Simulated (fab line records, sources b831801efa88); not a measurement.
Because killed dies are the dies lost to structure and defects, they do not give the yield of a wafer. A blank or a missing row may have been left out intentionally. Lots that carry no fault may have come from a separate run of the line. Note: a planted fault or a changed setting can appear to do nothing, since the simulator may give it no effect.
2 desks, one fault || flow gf180mcu || what lay behind the numbers comes last; until then each desk has only its own

FROM THE METROLOGY DESK
Means of the sampled wafers that have a number, per lot and without regard to the tool the lot ran on: this is what the gauges read. A lot is out of limits, marked OUT, if its mean lies more than 4 standard deviations from the usual mean; the brackets give that distance.
Columns: A = STI_OXIDATION_THK at GF_STI_THK_MEAS_02, usual 10.04 nm; B = STI_OXIDATION_02_THK at GF_STI_THK_MEAS_30, usual 10.10 nm; C = MVSD_RS at GF_VT_IMPLANT_RS_MEAS_46, usual 456.4 ohm/sq
{"lot": "L107", "first seen here": "day 1 11:48", "A": 9.81, "B": 10.24, "C": 456.0}
{"lot": "L108", "first seen here": "day 1 17:13", "A": 10.30, "B": 10.06, "C": 457.3}
{"lot": "L109", "first seen here": "day 1 21:31", "A": 10.20, "B": 10.28, "C": 458.2}
{"lot": "L110", "first seen here": "day 2 03:22", "A": 10.17, "B": 9.97, "C": 456.7}
{"lot": "L111", "first seen here": "day 2 08:50", "A": 10.05, "B": 9.85, "C": 454.9}
{"lot": "L112", "first seen here": "day 2 12:55", "A": 10.05, "B": 10.06, "C": 458.2}
{"lot": "L113", "first seen here": "day 2 17:32", "A": 10.18, "B": 10.24, "C": 456.2}
{"lot": "L114", "first seen here": "day 2 22:31", "A": 9.87, "B": 10.11, "C": 454.0}
{"lot": "L117", "first seen here": "day 3 13:31", "A": 10.24, "B": 10.14, "C": "450.6 (-4.5) OUT"}
{"lot": "L120", "first seen here": "day 4 05:56", "A": 10.19, "B": 10.08, "C": "450.9 (-4.3) OUT"}
{"lot": "L121", "first seen here": "day 4 10:01", "A": 9.96, "B": 10.20, "C": "447.1 (-7.1) OUT"}
{"lot": "L124", "first seen here": "day 5 00:31", "A": 9.77, "B": 10.09, "C": 456.0}
{"lot": "L129", "first seen here": "day 6 03:09", "A": 9.64, "B": 10.26, "C": 456.5}
{"lot": "L130", "first seen here": "day 6 09:53", "A": 10.15, "B": 10.01, "C": 457.1}
This desk finds L117, L120, L121 out of limits, with the earliest case on L117 at day 10 08:50 (MVSD_RS at GF_VT_IMPLANT_RS_MEAS_46). Within limits: L107, L108, L109, L110, L111, L112, L113, L114, L124, L129, L130.

DESK OF THE TOOL OWNER: implanter-02
For each lot that ran on this tool, the mean over its sampled wafers that have a number, from the tool's own readings at GF_MVSD_IMPLANT_09. A lot is out of limits, marked OUT, if its mean lies more than 4 standard deviations from the usual mean; the brackets give that distance.
Columns: A = beam_on_s at GF_MVSD_IMPLANT_09, usual 9.99 s; B = faraday_current_uA at GF_MVSD_IMPLANT_09, usual 28.2
{"lot": "L112", "first seen here": "day 5 14:56", "A": 9.65, "B": 29.1}
{"lot": "L117", "first seen here": "day 6 20:38", "A": 10.66, "B": 26.8}
{"lot": "L120", "first seen here": "day 7 13:53", "A": "11.49 (+7.1) OUT", "B": "24.9 (-5.8) OUT"}
{"lot": "L121", "first seen here": "day 7 19:50", "A": "11.37 (+6.5) OUT", "B": "25.1 (-5.4) OUT"}
{"lot": "L130", "first seen here": "day 10 06:08", "A": 9.89, "B": 28.5}
This desk finds L120, L121 out of limits, L120 being first, at day 7 13:53 (beam_on_s at GF_MVSD_IMPLANT_09). Within limits: L112, L117, L130.

BROUGHT TOGETHER
The tool owner's desk could have raised an alarm at day 7 13:53, on L120, L121.
L117, L120, L121 would have let the metrology desk raise an alarm at day 10 08:50.
The tool owner's desk has L117 on record, within its limits.
On implanter-02, each named lot ran GF_MVSD_IMPLANT_09.

WHAT THE SIMULATOR HAD INSERTED
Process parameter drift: implanter-02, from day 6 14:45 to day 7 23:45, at GF_MVSD_IMPLANT_09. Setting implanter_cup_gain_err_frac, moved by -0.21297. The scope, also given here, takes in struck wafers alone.
Struck lots among those shown: L117, L120, L121.
Counting hours from when the fault started, the first reading out of limits came at 23 for the tool owner's desk and at 90 for the metrology desk.
